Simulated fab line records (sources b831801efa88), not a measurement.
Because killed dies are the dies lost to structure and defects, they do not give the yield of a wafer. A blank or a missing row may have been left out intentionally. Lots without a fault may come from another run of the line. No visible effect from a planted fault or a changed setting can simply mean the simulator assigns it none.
Which tool did it? || flow sky130 || 10 lots with 29 wafers sampled at 6 steps, on a route of 708 steps

## WHAT THE GAUGES READ, wafer by wafer
SKY_LI_CONTACT_CD_MEAS_12: target cd 170 nm.
{"lot": "L675", "measured": "day 31 05:08", "on": "cd-sem-01", "cd-nm (nm)": "168.4 168.5 168.4"}
{"lot": "L677", "measured": "day 31 09:40", "on": "cd-sem-02", "cd-nm (nm)": "170.0 168.9 170.0"}
{"lot": "L678", "measured": "day 31 16:08", "on": "cd-sem-01", "cd-nm (nm)": "169.0 170.0 169.4"}
{"lot": "L680", "measured": "day 32 04:02", "on": "cd-sem-01", "cd-nm (nm)": "170.3 170.3 170.8"}
{"lot": "L685", "measured": "day 33 23:13", "on": "cd-sem-01", "cd-nm (nm)": "170.2 169.8 171.6"}
{"lot": "L686", "measured": "day 34 08:49", "on": "cd-sem-02", "cd-nm (nm)": "170.1 170.0"}
{"lot": "L689", "measured": "day 35 01:14", "on": "cd-sem-01", "cd-nm (nm)": "169.2 170.1 169.8"}
{"lot": "L692", "measured": "day 36 07:39", "on": "cd-sem-01", "cd-nm (nm)": "169.4 170.9 170.0"}
{"lot": "L693", "measured": "day 36 10:26", "on": "cd-sem-02", "cd-nm (nm)": "171.5 171.3 172.0"}
{"lot": "L695", "measured": "day 36 21:05", "on": "cd-sem-01", "cd-nm (nm)": "170.4 169.2 170.8"}

SKY_LOCAL_INTERCONNECT_RS_MEAS_01: measurement is done with a four-point probe.
{"lot": "L675", "measured": "day 31 06:31", "on": "film-metro-04", "LOCAL_INTERCONNECT_TIN_RS (ohm/sq)": "14.00 14.04 14.05"}
{"lot": "L677", "measured": "day 31 11:04", "on": "film-metro-03", "LOCAL_INTERCONNECT_TIN_RS (ohm/sq)": "14.12 14.33 14.15"}
{"lot": "L678", "measured": "day 31 17:31", "on": "film-metro-03", "LOCAL_INTERCONNECT_TIN_RS (ohm/sq)": "14.29 14.24 14.14"}
{"lot": "L680", "measured": "day 32 05:35", "on": "film-metro-03", "LOCAL_INTERCONNECT_TIN_RS (ohm/sq)": "14.46 13.99 14.28"}
{"lot": "L685", "measured": "day 34 00:38", "on": "film-metro-04", "LOCAL_INTERCONNECT_TIN_RS (ohm/sq)": "11.02 14.26 13.99"}
{"lot": "L686", "measured": "day 34 10:13", "on": "film-metro-02", "LOCAL_INTERCONNECT_TIN_RS (ohm/sq)": "10.93 14.11"}
{"lot": "L689", "measured": "day 35 02:38", "on": "film-metro-03", "LOCAL_INTERCONNECT_TIN_RS (ohm/sq)": "14.46 14.45 14.39"}
{"lot": "L692", "measured": "day 36 09:02", "on": "film-metro-04", "LOCAL_INTERCONNECT_TIN_RS (ohm/sq)": "14.10 13.96 14.11"}
{"lot": "L693", "measured": "day 36 11:49", "on": "film-metro-03", "LOCAL_INTERCONNECT_TIN_RS (ohm/sq)": "14.10 14.14 14.19"}
{"lot": "L695", "measured": "day 36 22:41", "on": "film-metro-03", "LOCAL_INTERCONNECT_TIN_RS (ohm/sq)": "14.44 13.98 14.16"}

SKY_LOCAL_INTERCONNECT_THK_MEAS_02: measures by xrf.
{"lot": "L675", "measured": "day 31 06:38", "on": "film-metro-04", "LOCAL_INTERCONNECT_TIN_THK (nm)": "99.2 98.7 98.7"}
{"lot": "L677", "measured": "day 31 11:10", "on": "film-metro-03", "LOCAL_INTERCONNECT_TIN_THK (nm)": "98.3 96.8 98.0"}
{"lot": "L678", "measured": "day 31 17:38", "on": "film-metro-03", "LOCAL_INTERCONNECT_TIN_THK (nm)": "97.3 97.7 98.1"}
{"lot": "L680", "measured": "day 32 05:42", "on": "film-metro-03", "LOCAL_INTERCONNECT_TIN_THK (nm)": "96.2 98.9 97.8"}
{"lot": "L685", "measured": "day 34 00:45", "on": "film-metro-04", "LOCAL_INTERCONNECT_TIN_THK (nm)": "125.4 97.5 99.8"}
{"lot": "L686", "measured": "day 34 10:20", "on": "film-metro-02", "LOCAL_INTERCONNECT_TIN_THK (nm)": "125.3 98.3"}
{"lot": "L689", "measured": "day 35 02:44", "on": "film-metro-03", "LOCAL_INTERCONNECT_TIN_THK (nm)": "96.5 97.0 97.7"}
{"lot": "L692", "measured": "day 36 09:08", "on": "film-metro-04", "LOCAL_INTERCONNECT_TIN_THK (nm)": "98.5 99.6 99.1"}
{"lot": "L693", "measured": "day 36 11:55", "on": "film-metro-03", "LOCAL_INTERCONNECT_TIN_THK (nm)": "98.7 99.1 97.8"}
{"lot": "L695", "measured": "day 36 22:48", "on": "film-metro-03", "LOCAL_INTERCONNECT_TIN_THK (nm)": "96.4 99.6 97.8"}

## WHICH TOOL RAN EACH LOT (tool, then ch and the chambers of the sampled wafers, then the start)
{"lot": "L675", "SKY_LDD_HVP_STRIP_09": "plasma-asher-04 ch 0,1, day 23 17:33", "SKY_LDD_LDN_STRIP_12": "plasma-asher-01 ch 1, day 25 00:18", "SKY_LOCAL_INTERCONNECT_SPUTTER_00": "pvd-sputter-03, day 31 06:28"}
{"lot": "L677", "SKY_LDD_HVP_STRIP_09": "plasma-asher-04 ch 0,1, day 23 22:01", "SKY_LDD_LDN_STRIP_12": "plasma-asher-01 ch 0,1, day 25 04:44", "SKY_LOCAL_INTERCONNECT_SPUTTER_00": "pvd-sputter-02, day 31 10:59"}
{"lot": "L678", "SKY_LDD_HVP_STRIP_09": "plasma-asher-02 ch 0,1, day 24 03:30", "SKY_LDD_LDN_STRIP_12": "plasma-asher-03 ch 1, day 25 10:50", "SKY_LOCAL_INTERCONNECT_SPUTTER_00": "pvd-sputter-01, day 31 17:28"}
{"lot": "L680", "SKY_LDD_HVP_STRIP_09": "plasma-asher-03 ch 0,1, day 24 16:46", "SKY_LDD_LDN_STRIP_12": "plasma-asher-01 ch 0,1, day 25 23:32", "SKY_LOCAL_INTERCONNECT_SPUTTER_00": "pvd-sputter-01, day 32 05:30"}
{"lot": "L685", "SKY_LDD_HVP_STRIP_09": "plasma-asher-02 ch 0,1, day 26 16:37", "SKY_LDD_LDN_STRIP_12": "plasma-asher-04 ch 0,1, day 27 22:44", "SKY_LOCAL_INTERCONNECT_SPUTTER_00": "pvd-sputter-03, day 34 00:34"}
{"lot": "L686", "SKY_LDD_HVP_STRIP_09": "plasma-asher-02 ch 0,1, day 27 02:04", "SKY_LDD_LDN_STRIP_12": "plasma-asher-01 ch 0,1, day 28 08:03", "SKY_LOCAL_INTERCONNECT_SPUTTER_00": "pvd-sputter-03, day 34 10:09"}
{"lot": "L689", "SKY_LDD_HVP_STRIP_09": "plasma-asher-04 ch 0,1, day 27 21:51", "SKY_LDD_LDN_STRIP_12": "plasma-asher-01 ch 0,1, day 29 03:12", "SKY_LOCAL_INTERCONNECT_SPUTTER_00": "pvd-sputter-01, day 35 02:33"}
{"lot": "L692", "SKY_LDD_HVP_STRIP_09": "plasma-asher-03 ch 0,1, day 29 05:04", "SKY_LDD_LDN_STRIP_12": "plasma-asher-04 ch 0,1, day 30 09:46", "SKY_LOCAL_INTERCONNECT_SPUTTER_00": "pvd-sputter-02, day 36 08:55"}
{"lot": "L693", "SKY_LDD_HVP_STRIP_09": "plasma-asher-03 ch 0,1, day 29 11:17", "SKY_LDD_LDN_STRIP_12": "plasma-asher-03 ch 0,1, day 30 16:22", "SKY_LOCAL_INTERCONNECT_SPUTTER_00": "pvd-sputter-01, day 36 11:43"}
{"lot": "L695", "SKY_LDD_HVP_STRIP_09": "plasma-asher-04 ch 0,1, day 29 20:13", "SKY_LDD_LDN_STRIP_12": "plasma-asher-04 ch 0,1, day 31 01:06", "SKY_LOCAL_INTERCONNECT_SPUTTER_00": "pvd-sputter-01, day 36 22:37"}
- SKY_LDD_HVP_STRIP_09: strips in O2/N2.
- SKY_LDD_LDN_STRIP_12: strips in O2/N2.
- SKY_LOCAL_INTERCONNECT_SPUTTER_00: material TiN, target thk 100 nm, time 83.3 s.

## AS READ BY THE TOOLS THEMSELVES (means over the sampled wafers that have a number; for cases with no such wafer, the mark the record gives instead)
SKY_LDD_HVP_STRIP_09.
{"lot": "L675", "tool": "plasma-asher-04", "drypump-motor-current-A (A)": 6.2, "oes-product-au (a.u.)": 0.408, "strip-time-to-endpoint-s (s)": 4.118}
{"lot": "L677", "tool": "plasma-asher-04", "drypump-motor-current-A (A)": 6.2, "oes-product-au (a.u.)": 0.410, "strip-time-to-endpoint-s (s)": 4.099}
{"lot": "L678", "tool": "plasma-asher-02", "drypump-motor-current-A (A)": 5.4, "oes-product-au (a.u.)": 0.407, "strip-time-to-endpoint-s (s)": 4.118}
{"lot": "L680", "tool": "plasma-asher-03", "drypump-motor-current-A (A)": 5.6, "oes-product-au (a.u.)": 0.410, "strip-time-to-endpoint-s (s)": 4.132}
{"lot": "L685", "tool": "plasma-asher-02", "drypump-motor-current-A (A)": 5.3, "oes-product-au (a.u.)": 0.402, "strip-time-to-endpoint-s (s)": 4.141}
{"lot": "L686", "tool": "plasma-asher-02", "drypump-motor-current-A (A)": 5.3, "oes-product-au (a.u.)": 0.410, "strip-time-to-endpoint-s (s)": 4.141}
{"lot": "L689", "tool": "plasma-asher-04", "drypump-motor-current-A (A)": 6.3, "oes-product-au (a.u.)": 0.410, "strip-time-to-endpoint-s (s)": 4.141}
{"lot": "L692", "tool": "plasma-asher-03", "drypump-motor-current-A (A)": 5.6, "oes-product-au (a.u.)": 0.410, "strip-time-to-endpoint-s (s)": 4.140}
{"lot": "L693", "tool": "plasma-asher-03", "drypump-motor-current-A (A)": 5.9, "oes-product-au (a.u.)": 0.410, "strip-time-to-endpoint-s (s)": 4.140}
{"lot": "L695", "tool": "plasma-asher-04", "drypump-motor-current-A (A)": 6.2, "oes-product-au (a.u.)": 0.412, "strip-time-to-endpoint-s (s)": 4.138}

SKY_LDD_LDN_STRIP_12.
{"lot": "L675", "tool": "plasma-asher-01", "drypump-motor-current-A (A)": 5.9, "oes-product-au (a.u.)": 0.715, "strip-time-to-endpoint-s (s)": 14.16}
{"lot": "L677", "tool": "plasma-asher-01", "drypump-motor-current-A (A)": 5.6, "oes-product-au (a.u.)": 0.716, "strip-time-to-endpoint-s (s)": 14.17}
{"lot": "L678", "tool": "plasma-asher-03", "drypump-motor-current-A (A)": 6.1, "oes-product-au (a.u.)": 0.718, "strip-time-to-endpoint-s (s)": 14.19}
{"lot": "L680", "tool": "plasma-asher-01", "drypump-motor-current-A (A)": 5.6, "oes-product-au (a.u.)": 0.717, "strip-time-to-endpoint-s (s)": 14.20}
{"lot": "L685", "tool": "plasma-asher-04", "drypump-motor-current-A (A)": 6.2, "oes-product-au (a.u.)": 0.715, "strip-time-to-endpoint-s (s)": 14.25}
{"lot": "L686", "tool": "plasma-asher-01", "drypump-motor-current-A (A)": 5.4, "oes-product-au (a.u.)": 0.717, "strip-time-to-endpoint-s (s)": 14.16}
{"lot": "L689", "tool": "plasma-asher-01", "drypump-motor-current-A (A)": 5.3, "oes-product-au (a.u.)": 0.723, "strip-time-to-endpoint-s (s)": 14.19}
{"lot": "L692", "tool": "plasma-asher-04", "drypump-motor-current-A (A)": 6.2, "oes-product-au (a.u.)": 0.713, "strip-time-to-endpoint-s (s)": 14.14}
{"lot": "L693", "tool": "plasma-asher-03", "drypump-motor-current-A (A)": 5.9, "oes-product-au (a.u.)": 0.715, "strip-time-to-endpoint-s (s)": 14.13}
{"lot": "L695", "tool": "plasma-asher-04", "drypump-motor-current-A (A)": 6.2, "oes-product-au (a.u.)": 0.712, "strip-time-to-endpoint-s (s)": 14.16}

SKY_LOCAL_INTERCONNECT_SPUTTER_00.
{"lot": "L675", "tool": "pvd-sputter-03", "chamber-pressure-pa (Pa)": 0.3996, "substrate-temp-c (C)": 299.87, "susceptor-temp-C (C)": 300.12, "throttle-valve-pct (%)": 29.0}
{"lot": "L677", "tool": "pvd-sputter-02", "chamber-pressure-pa (Pa)": 0.3993, "substrate-temp-c (C)": 300.25, "susceptor-temp-C (C)": 299.96, "throttle-valve-pct (%)": 29.8}
{"lot": "L678", "tool": "pvd-sputter-01", "chamber-pressure-pa (Pa)": 0.3998, "substrate-temp-c (C)": 300.10, "susceptor-temp-C (C)": 300.12, "throttle-valve-pct (%)": 31.6}
{"lot": "L680", "tool": "pvd-sputter-01", "chamber-pressure-pa (Pa)": 0.3993, "substrate-temp-c (C)": 300.06, "susceptor-temp-C (C)": 300.07, "throttle-valve-pct (%)": 31.4}
{"lot": "L685", "tool": "pvd-sputter-03", "chamber-pressure-pa (Pa)": 0.4001, "substrate-temp-c (C)": 300.04, "susceptor-temp-C (C)": 300.09, "throttle-valve-pct (%)": 30.1}
{"lot": "L686", "tool": "pvd-sputter-03", "chamber-pressure-pa (Pa)": 0.4006, "substrate-temp-c (C)": 299.88, "susceptor-temp-C (C)": 300.01, "throttle-valve-pct (%)": 28.6}
{"lot": "L689", "tool": "pvd-sputter-01", "chamber-pressure-pa (Pa)": 0.4006, "substrate-temp-c (C)": 299.92, "susceptor-temp-C (C)": 300.01, "throttle-valve-pct (%)": 31.6}
{"lot": "L692", "tool": "pvd-sputter-02", "chamber-pressure-pa (Pa)": 0.4003, "substrate-temp-c (C)": 299.94, "susceptor-temp-C (C)": 300.09, "throttle-valve-pct (%)": 30.2}
{"lot": "L693", "tool": "pvd-sputter-01", "chamber-pressure-pa (Pa)": 0.4010, "substrate-temp-c (C)": 300.07, "susceptor-temp-C (C)": 299.94, "throttle-valve-pct (%)": 31.7}
{"lot": "L695", "tool": "pvd-sputter-01", "chamber-pressure-pa (Pa)": 0.4005, "substrate-temp-c (C)": 300.04, "susceptor-temp-C (C)": 299.91, "throttle-valve-pct (%)": 31.5}

## THE ANSWER, worked out from the rows above alone
Rule: the lots themselves supply what counts as usual. Put in order of their means at a reading, lots are off if they are a third of the lots or fewer, leave a main group of 4 or more, and stand apart from it by a gap of 3 or more times the standard deviation of the main group's means; of several such gaps the widest counts. A main group whose means are all the same, to the digits that the tables above print for the reading, isn't used. Also off: a lot with no number at a reading for which 4 or more lots have one. The other lots that the step has rows for count as sound. First the gauges in route order, then the tools' own readings, where a lot's mean is used as printed above. At the first step where some lot is off, the reading lying furthest off is the one used; lots without a number count as furthest.
Off: at SKY_LOCAL_INTERCONNECT_RS_MEAS_01 (LOCAL_INTERCONNECT_TIN_RS), L685, L686. Mean 14.19 ohm/sq and standard deviation 0.12 in the main group.
If a tool, at a process step before that reading, ran all the lots that are off and no sound lot after the first of them, it fits. The gauges at SKY_LOCAL_INTERCONNECT_RS_MEAS_01 are tried like those tools. 2 tools fit, plasma-asher-02 at SKY_LDD_HVP_STRIP_09 and pvd-sputter-03 at SKY_LOCAL_INTERCONNECT_SPUTTER_00, so this cannot tell which one it is.

## WHAT THE SIMULATOR HAD INSERTED
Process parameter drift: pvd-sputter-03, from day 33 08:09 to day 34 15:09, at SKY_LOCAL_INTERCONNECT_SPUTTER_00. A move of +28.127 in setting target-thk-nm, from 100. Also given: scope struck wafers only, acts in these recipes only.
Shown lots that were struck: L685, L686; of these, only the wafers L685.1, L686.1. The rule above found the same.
